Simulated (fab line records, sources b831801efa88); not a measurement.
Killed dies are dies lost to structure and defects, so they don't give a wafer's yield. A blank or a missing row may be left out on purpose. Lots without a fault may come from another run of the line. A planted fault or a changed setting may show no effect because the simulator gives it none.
Which tool did it? | flow gf180mcu | 14 lots, 42 wafers sampled, at 4 steps of a route of 602

WHAT THE GAUGES READ, wafer by wafer
GF_V1_THK_MEAS_03.
lot  | measured     | on            | V1_CVD_02_THK (nm)
L191 | day 17 01:04 | film_metro-03 | 852 850 871
L192 | day 18 03:31 | film_metro-04 | 832 855 841
L195 | day 18 23:46 | film_metro-02 | 832 831 856
L196 | day 19 11:23 | film_metro-03 | 842 847 857
L206 | day 22 17:03 | film_metro-02 | 839 828 847
L207 | day 22 23:42 | film_metro-03 | 842 839 857
L208 | day 23 05:13 | film_metro-04 | 839 852 867
L209 | day 23 19:19 | film_metro-03 | 846 840 855
L211 | day 24 11:37 | film_metro-03 | 845 830 843
L212 | day 24 18:34 | film_metro-04 | 861 868 869
L213 | day 24 21:37 | film_metro-03 | 831 829 838
L214 | day 25 03:43 | film_metro-04 | 839 843 862

GF_V1_BOW_MEAS_05.
lot  | measured     | on            | V1_BOW (um)
L191 | day 17 01:26 | film_metro-03 | 83 94 88
L192 | day 18 03:53 | film_metro-03 | 91 97 89
L195 | day 19 00:07 | film_metro-03 | 85 78 80
L196 | day 19 11:45 | film_metro-02 | 92 76 91
L206 | day 22 17:25 | film_metro-02 | 96 92 91
L207 | day 23 00:04 | film_metro-03 | 52 87 98
L208 | day 23 05:34 | film_metro-02 | 76 92 83
L209 | day 23 19:40 | film_metro-02 | 93 90 95
L211 | day 24 11:58 | film_metro-04 | 79 83 86
L212 | day 24 18:58 | film_metro-02 | 84 80 74
L213 | day 24 22:00 | film_metro-03 | 81 74 80
L214 | day 25 04:07 | film_metro-04 | 89 93 90

WHICH TOOL RAN EACH LOT (tool, then ch and the chambers of the sampled wafers, then the start)
lot  | GF_STI_STRIP_15                     | GF_M1_SPUTTER_03
L191 | plasma_asher-03 ch 0,1, day 2 01:04 | pvd_sputter-04, day 16 01:45
L192 | plasma_asher-01 ch 0,1, day 2 07:05 | pvd_sputter-01, day 17 03:52
L195 | plasma_asher-03 ch 0,1, day 2 21:13 | pvd_sputter-01, day 17 23:26
L196 | plasma_asher-03 ch 0,1, day 3 05:59 | pvd_sputter-01, day 18 09:51
L199 | plasma_asher-03 ch 0,1, day 3 19:29 | -
L200 | plasma_asher-01 ch 0,1, day 4 02:20 | -
L206 | plasma_asher-03 ch 0, day 5 06:44   | pvd_sputter-02, day 21 16:37
L207 | plasma_asher-01 ch 1, day 5 12:35   | pvd_sputter-04, day 21 23:26
L208 | plasma_asher-03 ch 0,1, day 5 16:02 | pvd_sputter-01, day 22 05:21
L209 | plasma_asher-01 ch 0,1, day 5 22:14 | pvd_sputter-01, day 22 19:59
L211 | plasma_asher-01 ch 0,1, day 6 08:41 | pvd_sputter-04, day 23 12:33
L212 | plasma_asher-01 ch 0,1, day 6 13:58 | pvd_sputter-02, day 23 19:08
L213 | plasma_asher-03 ch 1, day 6 19:32   | pvd_sputter-01, day 23 23:04
L214 | plasma_asher-01 ch 0,1, day 7 00:35 | pvd_sputter-02, day 24 05:02
- GF_STI_STRIP_15: strips in O2/N2.
- GF_M1_SPUTTER_03: material Ti, target thk 10 nm, time 6.7 s.

WHAT THE TOOLS THEMSELVES READ (means of the sampled wafers that have a number; where no wafer has one, the mark that the record gives instead)
GF_STI_STRIP_15.
lot  | tool            | chamber_pressure_mTorr (mTorr) | drypump_motor_current_A (A) | heater_power_w (W) | oes_product_au (a.u.) | strip_time_to_endpoint_s (s)
L191 | plasma_asher-03 | 1499.5                         | 5.9                         | 335                | 0.384                 | 3.74
L192 | plasma_asher-01 | 1500.7                         | 5.7                         | 301                | 0.383                 | 3.69
L195 | plasma_asher-03 | 1500.7                         | 6.2                         | 313                | 0.381                 | 3.68
L196 | plasma_asher-03 | 1500.3                         | 6.2                         | 314                | 0.392                 | 3.81
L199 | plasma_asher-03 | -                              | -                           | -                  | -                     | -
L200 | plasma_asher-01 | -                              | -                           | -                  | -                     | -
L206 | plasma_asher-03 | 1501.2                         | 6.6                         | 288                | 0.388                 | 3.79
L207 | plasma_asher-01 | 1499.9                         | 5.6                         | 307                | 0.384                 | 3.78
L208 | plasma_asher-03 | 1499.3                         | 6.2                         | 311                | 0.388                 | 3.76
L209 | plasma_asher-01 | 1501.6                         | 5.9                         | 300                | 0.385                 | 3.79
L211 | plasma_asher-01 | 1500.7                         | 5.9                         | 301                | 0.382                 | 3.74
L212 | plasma_asher-01 | 1500.8                         | 5.9                         | 301                | 0.383                 | 3.76
L213 | plasma_asher-03 | 1499.5                         | 5.5                         | 350                | 0.386                 | 3.74
L214 | plasma_asher-01 | 1499.8                         | 5.7                         | 303                | 0.386                 | 3.74

GF_M1_SPUTTER_03.
lot  | tool           | throttle_valve_pct (%)
L191 | pvd_sputter-04 | 30.1
L192 | pvd_sputter-01 | 31.2
L195 | pvd_sputter-01 | 30.7
L196 | pvd_sputter-01 | 30.5
L206 | pvd_sputter-02 | 29.8
L207 | pvd_sputter-04 | 29.9
L208 | pvd_sputter-01 | 30.8
L209 | pvd_sputter-01 | 30.4
L211 | pvd_sputter-04 | 29.5
L212 | pvd_sputter-02 | 30.0
L213 | pvd_sputter-01 | 31.2
L214 | pvd_sputter-02 | 30.4

THE ANSWER, worked out from the rows above alone
Rule: what is usual is taken from the lots themselves. Put in order of their means at a reading, lots are off if they are a third of the lots or fewer, leave a main group of 4 or more, and stand apart from it by a gap of 3 or more times the standard deviation of the main group's means; of several such gaps the widest counts. A main group whose means are all the same, to the digits that the tables above print for the reading, isn't used. A lot without any number at a reading at which 4 lots or more have one is off too. The other lots that the step has rows for count as sound. The gauges are gone through in route order, then the tools' own readings, and for those a lot's mean is taken as printed above. The first step at which some lot is off is used, and at that step the reading that is off furthest; a lot without a number counts as furthest.
Off: L199, L200, at GF_STI_STRIP_15 (chamber_pressure_mTorr). Without a number there: L199, L200. The main group: mean 1500.3 mTorr, standard deviation 0.7.
A tool fits if, at that step or a process step before it, it ran every lot that is off, and no sound lot after the first of them. None of those tried fits.

WHAT THE SIMULATOR HAD PUT IN
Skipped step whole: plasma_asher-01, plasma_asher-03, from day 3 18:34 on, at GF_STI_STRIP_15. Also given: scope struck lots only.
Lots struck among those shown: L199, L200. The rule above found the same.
